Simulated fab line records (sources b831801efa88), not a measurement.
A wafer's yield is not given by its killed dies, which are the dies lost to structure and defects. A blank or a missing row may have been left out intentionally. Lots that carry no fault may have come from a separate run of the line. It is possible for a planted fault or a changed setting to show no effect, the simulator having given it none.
Matching of chambers + flow gf180mcu + 4 sister chambers for GF_V1_CMP_04 on cmp-01
The step polishes SiO2. 14 wafers are shown with their chamber, then 7 later ones without.

== WAFERS WITH THEIR CHAMBER ==
| wafer  | chamber | motor_current_A (A) | time_to_endpoint_s (s) | retaining_ring_pressure_frac |
|--------|---------|---------------------|------------------------|------------------------------|
| L497.4 | 2       | 11.4                | 79                     | 0.996                        |
| L497.5 | 0       | 12.1                | 87                     | 0.997                        |
| L497.6 | 1       | 10.7                | 80                     | 1.001                        |
| L498.3 | 2       | 12.2                | 73                     | 1.001                        |
| L498.4 | 1       | 11.0                | 86                     | 1.003                        |
| L498.5 | 1       | 10.4                | 85                     | 0.988                        |
| L500.3 | 1       | 10.2                | 86                     | 1.004                        |
| L500.4 | 0       | 12.6                | 95                     | 1.003                        |
| L500.6 | 2       | 12.2                | 86                     | 0.995                        |
| L501.3 | 0       | 12.5                | 88                     | 1.001                        |
| L501.5 | 2       | 12.4                | 82                     | 1.002                        |
| L501.6 | 3       | 11.9                | 85                     | 1.006                        |
| L509.1 | 1       | 10.8                | 84                     | 1.003                        |
| L509.4 | 0       | 12.5                | 89                     | 0.998                        |

SIGNATURES (averages over the wafers above)
| reading                      | chamber 0 | chamber 1 | chamber 2 | chamber 3 | scatter within a chamber |
|------------------------------|-----------|-----------|-----------|-----------|--------------------------|
| motor_current_A              | 12.425    | 10.620    | 12.050    | 11.900    | 0.338                    |
| time_to_endpoint_s           | 89.75     | 84.20     | 80.00     | 85.00     | 3.92                     |
| retaining_ring_pressure_frac | 0.99975   | 0.99980   | 0.99850   | 1.00600   | 0.00488                  |
Rule: a wafer's distance from a chamber is the root of the sum, over the readings, of the square of ((its reading less the chamber's mean) divided by the reading's scatter). The wafer belongs to the nearest chamber; if the next one is less than 2 further off, it can't be placed. How the scatter is found: for the shown wafers, subtract from each reading the mean of its chamber, square and add these, divide the total by (wafers less chambers), then take the root.

== WAFERS MISSING THEIR CHAMBER ==
| wafer  | motor_current_A (A) | time_to_endpoint_s (s) | retaining_ring_pressure_frac |
|--------|---------------------|------------------------|------------------------------|
| L509.5 | 12.3                | 92                     | 1.001                        |
| L513.3 | 12.0                | 78                     | 0.998                        |
| L513.4 | 12.8                | 93                     | 0.999                        |
| L513.5 | 12.1                | 84                     | 1.002                        |
| L515.2 | 11.7                | 70                     | 0.994                        |
| L515.4 | 12.6                | 84                     | 0.998                        |
| L515.6 | 12.2                | 77                     | 0.998                        |

== THE CHAMBER EACH PASSED THROUGH ==
| wafer  | from the rows above          | in truth |
|--------|------------------------------|----------|
| L509.5 | can't be placed: 0 or 3      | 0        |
| L513.3 | can't be placed: 2 or 3      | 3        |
| L513.4 | 0                            | 0        |
| L513.5 | can't be placed: 3 or 2 or 0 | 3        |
| L515.2 | can't be placed: 2 or 3      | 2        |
| L515.4 | can't be placed: 0 or 2 or 3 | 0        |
| L515.6 | can't be placed: 2 or 3      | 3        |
Correctly placed: 1 of 7. These rows do not allow placing 6 (true chamber among the candidates in 6). 0 placed wrongly.
